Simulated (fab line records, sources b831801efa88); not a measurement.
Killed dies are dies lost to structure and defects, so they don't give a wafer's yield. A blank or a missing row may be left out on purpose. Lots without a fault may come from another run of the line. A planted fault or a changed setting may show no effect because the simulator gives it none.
fab line records | flow sky130
record lots=11 wafers=33 last_day=49
route steps=708 shown VT_ADJUST_PCH@150 GATE_OXIDE@189 LI_CONTACT@381 PAD_OPEN@708
lots that met no fault: from a run of the same line without faults
start_h: hours from the record's first day to the start of the lot's first wafer shown | wait_h: hours since the lot's step before | " the same as in the row above | L1.1+2: a row that stands for several wafers | - no value, or no start given | * or withheld: withheld | < > ~ a bound
route shown NAME@n: a module of which the file shows steps, and the number in the route of the first | usual: mean/standard deviation of fault-free wafers | same: alike in all rows | chamber/n: place in a boat | sites: the reading at each site | _std_site: their standard deviation | _edge_site: outer sites' mean less inner sites' | radius_mm: how far each site lies from the wafer's centre | mask NAME#n: copy n | behind: the tool/chamber that last shaped the wafer | hold: why the lot was held/for how many hours/how that ended | device: the transistor (n, p or np) that didn't switch | end of line: the same wafers' tests at the end of the route | a step without rows: its recipe alone | killed: dies lost to structure and defects at the first sort, not the wafer's yield | map: a wafer's dies, x killed, . not, _ none there
set.NAME: the setting as run; set.NAME@STEP: as run at that earlier step | model.NAME: the simulator's own value behind a step, which no gauge read
steps of the route over a sample of lots; a table a step, a row a wafer
services: from which hour (start_h, from the record's first day; less than 0 if before it) a tool's chamber was out of use, for how many hours, and why
## steps
# step SKY_VT_ADJUST_PCH_OVL_MEAS_07
# usual VT_ADJUST_PCH_OVL=-0.3/1.4
# columns lot.wafer tool chamber start_h wait_h VT_ADJUST_PCH_OVL[nm]
L702.2 overlay-01 - 256.57 - -1.1
L702.3 " - " " 0.0
L702.4 " - " " -2.1
L704.1 overlay-02 - 264.02 - -1.2
L704.3 " - " " -1.8
L704.4 " - " " -2.1
L706.1 overlay-01 - 278.41 - 0.0
L706.2 " - " " 1.4
L706.6 " - " " 0.3
L709.1 overlay-01 - 297.84 - -1.8
L709.2 " - " " -2.4
L709.4 " - " " -1.8
L710.2 overlay-02 - 305.75 - 1.4
L710.4 " - " " 2.1
L710.5 " - " " 0.4
L712.3 overlay-02 - 313.08 - -1.6
L712.4 " - " " -1.6
L712.5 " - " " -1.3
L714.4 overlay-02 - 336.51 - 0.2
L714.5 " - " " 0.1
L714.6 " - " " 0.3
L715.2 overlay-02 - 339.35 - 0.3
L715.3 " - " " 0.4
L715.6 " - " " -0.8
L717.1 overlay-02 - 351.02 - -0.7
L717.4 " - " " -0.1
L717.5 " - " " 1.4
L716.1 overlay-01 - 356.57 - -1.7
L716.2 " - " " -0.9
L716.4 " - " " 0.8
L718.1 overlay-02 - 361.39 - 0.9
L718.3 " - " " 0.8
L718.5 " - " " 1.0
# step SKY_GATE_OXIDE_THK_MEAS_02
# recipe reads=SiO2_of_GATE_OXIDE_OXIDATION_01
# usual GATE_OXIDE_OXIDATION_00_THK=10.27/0.18
# columns lot.wafer tool chamber start_h wait_h GATE_OXIDE_OXIDATION_00_THK[nm]
L702.2 film_metro-03 - 317.70 0.0 10.39
L702.3 " - " " 10.11
L702.4 " - " " 10.24
L704.1 film_metro-01 - 320.60 0.0 10.36
L704.3 " - " " 10.42
L704.4 " - " " 10.28
L706.1 film_metro-04 - 339.66 0.0 10.14
L706.2 " - " " 10.33
L706.6 " - " " 10.25
L709.1 film_metro-04 - 359.11 0.0 10.45
L709.2 " - " " 10.32
L709.4 " - " " 10.70
L710.2 film_metro-01 - 370.91 0.0 10.06
L710.4 " - " " 10.04
L710.5 " - " " 9.78
L712.3 film_metro-01 - 377.27 0.0 10.03
L712.4 " - " " 10.33
L712.5 " - " " 10.34
L714.4 film_metro-04 - 402.22 0.0 10.48
L714.5 " - " " 10.35
L714.6 " - " " 10.39
L715.2 film_metro-01 - 409.54 0.0 10.18
L715.3 " - " " 10.19
L715.6 " - " " 10.08
L717.1 film_metro-03 - 417.38 0.0 10.51
L717.4 " - " " 10.28
L717.5 " - " " 10.48
L716.1 film_metro-04 - 421.68 0.0 10.38
L716.2 " - " " 10.21
L716.4 " - " " 10.37
L718.1 film_metro-01 - 427.25 0.0 9.94
L718.3 " - " " 10.15
L718.5 " - " " 10.00
# step SKY_LI_CONTACT_SPUTTER_19
# recipe material=Ti target_thk_nm=20 chamber_pressure_pa=5 power_w=2500 substrate_temp_c=200 time_s=106.37
# usual throttle_valve_pct=29.7/1.2
# columns lot.wafer tool chamber start_h wait_h throttle_valve_pct
L702.2 pvd_sputter-04 - 716.25 0.0 29.4
L702.3 " - " " 28.9
L702.4 " - " " 27.5
L704.1 pvd_sputter-01 - 717.91 0.0 29.9
L704.3 " - " " 29.5
L704.4 " - " " 32.0
L706.1 pvd_sputter-02 - 730.37 0.0 27.7
L706.2 " - " " 29.3
L706.6 " - " " 29.2
L709.1 pvd_sputter-04 - 755.94 0.0 30.5
L709.2 " - " " 28.9
L709.4 " - " " 29.5
L710.2 pvd_sputter-01 - 767.07 0.0 30.2
L710.4 " - " " 32.3
L710.5 " - " " 29.3
L712.3 pvd_sputter-04 - 769.87 0.0 27.6
L712.4 " - " " 29.0
L712.5 " - " " 29.2
L714.4 pvd_sputter-01 - 793.95 0.0 29.9
L714.5 " - " " 29.1
L714.6 " - " " 30.0
L715.2 pvd_sputter-01 - 801.29 0.0 30.2
L715.3 " - " " 31.9
L715.6 " - " " 29.8
L717.1 pvd_sputter-01 - 805.77 0.0 29.9
L717.4 " - " " 30.1
L717.5 " - " " 29.3
L716.1 pvd_sputter-04 - 810.30 0.0 27.7
L716.2 " - " " 29.4
L716.4 " - " " 30.5
L718.1 pvd_sputter-01 - 814.77 0.0 32.1
L718.3 " - " " 30.0
L718.5 " - " " 32.0
# step SKY_LI_CONTACT_CVD_21
# recipe material=W target_thk_nm=400 time_s=120.56 temp_c=400 pressure_torr=40
# usual heater_power_w=832/42
# columns lot.wafer tool chamber start_h wait_h heater_power_w since_wet_clean_h
L702.2 cvd_w-02 1 716.38 0.0 880 812
L702.3 " 0 " " 854 -
L702.4 " 1 " " 858 -
L704.1 cvd_w-02 1 718.05 0.0 905 814
L704.3 " 1 " " 880 -
L704.4 " 0 " " 822 -
L706.1 cvd_w-02 1 730.51 0.0 869 827
L706.2 " 0 " " 837 827
L706.6 " 0 " " 836 -
L709.1 cvd_w-02 0 756.08 0.0 842 852
L709.2 " 1 " " 865 852
L709.4 " 1 " " 889 -
L710.2 cvd_w-01 0 767.20 0.0 836 363
L710.4 " 0 " " 838 -
L710.5 " 1 " " 778 -
L712.3 cvd_w-01 0 770.05 0.1 806 -
L712.4 " 1 " " 760 -
L712.5 " 1 " " 755 -
L714.4 cvd_w-02 0 794.13 0.1 831 -
L714.5 " 0 " " 822 -
L714.6 " 1 " " 865 -
L715.2 cvd_w-02 1 801.42 0.0 850 897
L715.3 " 0 " " 838 -
L715.6 " 1 " " 879 -
L717.1 cvd_w-01 1 805.91 0.0 763 402
L717.4 " 1 " " 769 -
L717.5 " 1 " " 768 -
L716.1 cvd_w-02 1 810.44 0.0 878 906
L716.2 " 0 " " 835 906
L716.4 " 0 " " 844 -
L718.1 cvd_w-01 0 814.91 0.0 818 411
L718.3 " 0 " " 815 -
L718.5 " 1 " " 759 -
# step SKY_LI_CONTACT_RS_MEAS_22
# recipe thk_meas_gauge=four-point-probe reads=W_of_LI_CONTACT_CVD_21+TiN_of_LI_CONTACT_SPUTTER_20+Ti_of_LI_CONTACT_SPUTTER_19
# usual LI_CONTACT_W_RS=0.285/0.004
# columns lot.wafer tool chamber start_h wait_h LI_CONTACT_W_RS[ohm/sq]
L702.2 film_metro-02 - 716.53 0.1 0.291
L702.3 " - " " 0.288
L702.4 " - " " 0.288
L704.1 film_metro-02 - 718.17 0.1 0.293
L704.3 " - " " 0.292
L704.4 " - " " 0.291
L706.1 film_metro-03 - 730.63 0.1 0.287
L706.2 " - " " 0.285
L706.6 " - " " 0.287
L709.1 film_metro-02 - 756.20 0.1 0.286
L709.2 " - " " 0.287
L709.4 " - " " 0.289
L710.2 film_metro-01 - 767.35 0.1 0.280
L710.4 " - " " 0.282
L710.5 " - " " 0.284
L712.3 film_metro-02 - 770.17 0.1 0.285
L712.4 " - " " 0.287
L712.5 " - " " 0.289
L714.4 film_metro-02 - 794.27 0.1 0.286
L714.5 " - " " 0.290
L714.6 " - " " 0.288
L715.2 film_metro-01 - 801.57 0.1 0.291
L715.3 " - " " 0.192
L715.6 " - " " 0.194
L717.1 film_metro-03 - 806.16 0.2 0.285
L717.4 " - " " 0.288
L717.5 " - " " 0.283
L716.1 film_metro-01 - 810.56 0.1 0.284
L716.2 " - " " 0.289
L716.4 " - " " 0.191
L718.1 film_metro-03 - 815.03 0.1 0.282
L718.3 " - " " 0.282
L718.5 " - " " 0.287
# step SKY_LI_CONTACT_THK_MEAS_23
# recipe thk_meas_gauge=xrf reads=W_of_LI_CONTACT_CVD_21
# usual LI_CONTACT_W_THK=396/6.8
# columns lot.wafer tool chamber start_h wait_h LI_CONTACT_W_THK[nm]
L702.2 film_metro-02 - 716.64 0.1 383
L702.3 " - " " 389
L702.4 " - " " 385
L704.1 film_metro-02 - 718.29 0.1 379
L704.3 " - " " 379
L704.4 " - " " 380
L706.1 film_metro-03 - 730.75 0.1 398
L706.2 " - " " 402
L706.6 " - " " 399
L709.1 film_metro-02 - 756.32 0.1 391
L709.2 " - " " 391
L709.4 " - " " 386
L710.2 film_metro-01 - 767.46 0.1 397
L710.4 " - " " 399
L710.5 " - " " 397
L712.3 film_metro-02 - 770.27 0.1 395
L712.4 " - " " 390
L712.5 " - " " 391
L714.4 film_metro-02 - 794.36 0.1 392
L714.5 " - " " 387
L714.6 " - " " 390
L715.2 film_metro-01 - 801.68 0.1 386
L715.3 " - " " -
L715.6 " - " " -
L717.1 film_metro-03 - 806.28 0.1 404
L717.4 " - " " 400
L717.5 " - " " 405
L716.1 film_metro-01 - 810.68 0.1 396
L716.2 " - " " 389
L716.4 " - " " -
L718.1 film_metro-03 - 815.15 0.1 405
L718.3 " - " " 404
L718.5 " - " " 396
# step SKY_LI_CONTACT_CMP_24
# recipe stop_on=PSG t_overpolish_s=20 down_force_psi=3.5 platen_rpm=60 target_thk_nm=0 pad_velocity_m_s=0.94248
# usual motor_current_A=10.9/1.2 retaining_ring_pressure_frac=1.000/0.0049 time_to_endpoint_s=93/3.8
# columns lot.wafer tool chamber start_h wait_h motor_current_A retaining_ring_pressure_frac time_to_endpoint_s
L702.2 cmp-01 1 716.74 0.1 12.9 0.999 88
L702.4 " 2 " " 11.7 0.994 88
L702.3 " 3 " " 13.0 1.012 88
L704.3 cmp-01 3 718.35 0.0 12.7 0.997 91
L704.1 " 1 " " 12.8 1.000 91
L704.4 " 2 " " 11.4 1.000 92
L706.2 cmp-02 3 730.81 0.0 10.5 1.001 101
L706.1 " 1 " " 10.7 0.993 97
L706.6 " 3 " " 11.3 0.995 97
L709.2 cmp-01 3 756.43 0.1 12.9 0.992 91
L709.4 " 0 " " 9.3 0.996 93
L709.1 " 1 " " 13.0 1.002 88
L710.2 cmp-01 2 767.56 0.1 11.8 0.992 96
L710.4 " 0 " " 9.0 1.006 93
L710.5 " 1 " " 12.2 1.005 96
L712.4 cmp-01 1 770.36 0.1 11.6 0.998 92
L712.3 " 3 " " 13.0 1.001 90
L712.5 " 0 " " 9.2 0.996 92
L714.4 cmp-02 1 794.39 0.0 10.5 0.997 93
L714.5 " 1 " " 10.2 1.006 93
L714.6 " 2 " " 10.1 1.004 95
L715.3 cmp-01 3 801.73 0.0 13.5 1.008 135
L715.2 " 0 " " 9.5 1.004 90
L715.6 " 3 " " 12.8 1.000 132
L717.1 cmp-02 0 806.34 0.1 10.1 0.997 92
L717.4 " 2 " " 9.7 0.999 90
L717.5 " 1 " " 10.5 1.005 90
L716.1 cmp-02 1 810.74 0.1 10.0 1.002 92
L716.2 " 3 " " 11.1 1.011 96
L716.4 " 0 " " 9.9 0.995 135
L718.3 cmp-01 2 815.31 0.1 11.1 1.000 91
L718.1 " 3 " " 13.2 1.001 94
L718.5 " 1 " " 12.5 1.003 89
# step SKY_PAD_OPEN_PROBE_99
# usual killed_at_M0_to_M3=44/6.5 killed_at_M4_up=3.3/1.9 killed_at_contacts=24/5.3 killed_at_front_end=15/4.5 killed_at_other=0.3/0.58 killed_dies=87/9.3 killed_open=48/6.6 killed_short=39/6.1
# same gross_dies=492 killed_at_back_side=0
# columns lot.wafer tool chamber start_h wait_h killed_at_M0_to_M3 killed_at_M4_up killed_at_contacts killed_at_front_end killed_at_other killed_dies killed_open killed_short
L715.2 prober-02 - 1165.94 0.1 59 3 31 22 0 115 65 50
L715.3 prober-02 - 1165.99 0.2 60 8 15 20 1 104 61 43
L715.6 prober-02 - 1166.14 0.2 52 7 21 8 1 89 38 51
# killed by level:class
L715.2 VIA1:geometric_particle:open=14 VIA3:geometric_particle:open=11 CONTACT:geometric_particle:open=11 FIELD_ISO:geometric_particle:open=9 LI_CONTACT:geometric_particle:open=9 METAL2:geometric_particle:short=6 VIA1:geometric_particle:short=6 CONTACT:geometric_particle:short=6
L715.3 VIA1:geometric_particle:open=14 VIA3:geometric_particle:open=8 FIELD_ISO:geometric_particle:open=6 LI_CONTACT:geometric_particle:open=6 CONTACT:geometric_particle:open=6 METAL1:geometric_particle:short=6 VIA1:geometric_particle:short=6 METAL2:geometric_particle:short=6
L715.6 METAL1:geometric_particle:short=9 VIA1:geometric_particle:open=8 CONTACT:geometric_particle:open=6 VIA1:geometric_particle:short=6 METAL4:geometric_particle:short=6 METAL3:geometric_particle:short=5 METAL2:geometric_particle:open=5 VIA2:geometric_particle:open=5
## services
# columns tool chamber start_h hours kind
cvd_w-02 - 710.24 2.0 repair
cvd_w-01 - 728.70 6.0 pm
cmp-01 - 744.48 4.0 pm
pvd_sputter-01 - 746.27 0.8 repair
cmp-01 - 748.48 - consumable_replace:conditioner
cmp-01 - 748.48 - consumable_replace:pad
cmp-02 - 749.33 2.4 pm
cmp-01 - 785.61 3.7 pm
pvd_sputter-01 - 786.95 2.5 repair
cvd_w-01 0 793.91 14.8 repair
pvd_sputter-04 - 796.82 4.7 repair
cvd_w-02 0 814.37 3.9 repair
## key
first_sign step=SKY_LI_CONTACT_RS_MEAS_22 reading=LI_CONTACT_W_RS direction=down sigmas=23 usual=0.285 struck=0.193
effect step=SKY_LI_CONTACT_THK_MEAS_23 reading=LI_CONTACT_W_THK direction=missing
effect step=SKY_LI_CONTACT_CMP_24 reading=time_to_endpoint_s direction=up sigmas=11 usual=* struck=*
met_at SKY_LI_CONTACT_CVD_21
struck_lots L715,L716
struck_wafers L715.3,L715.6,L716.4
tester_left_out L715,L716
not_acting_at SKY_VT_ADJUST_PCH_OVL_MEAS_07,SKY_GATE_OXIDE_THK_MEAS_02,SKY_LI_CONTACT_SPUTTER_19
onset_between 794.13 801.42
fault kind=process_parameter_drift tool=cvd_w-02 chamber=- onset_h=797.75 steps=SKY_LI_CONTACT_CVD_21 channel=target_thk_nm offset=194.48 shape=step end_h=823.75 scope=struck_wafers_only acts_in=these_recipes_only stated=400
# tester_left_out: of these lots the tester's yield and bins aren't shown, on N5 and GAA mostly nor the transistor test; their killed dies are dies lost to structure and defects alone, not to doping, threshold or leakage, so they don't give the yield
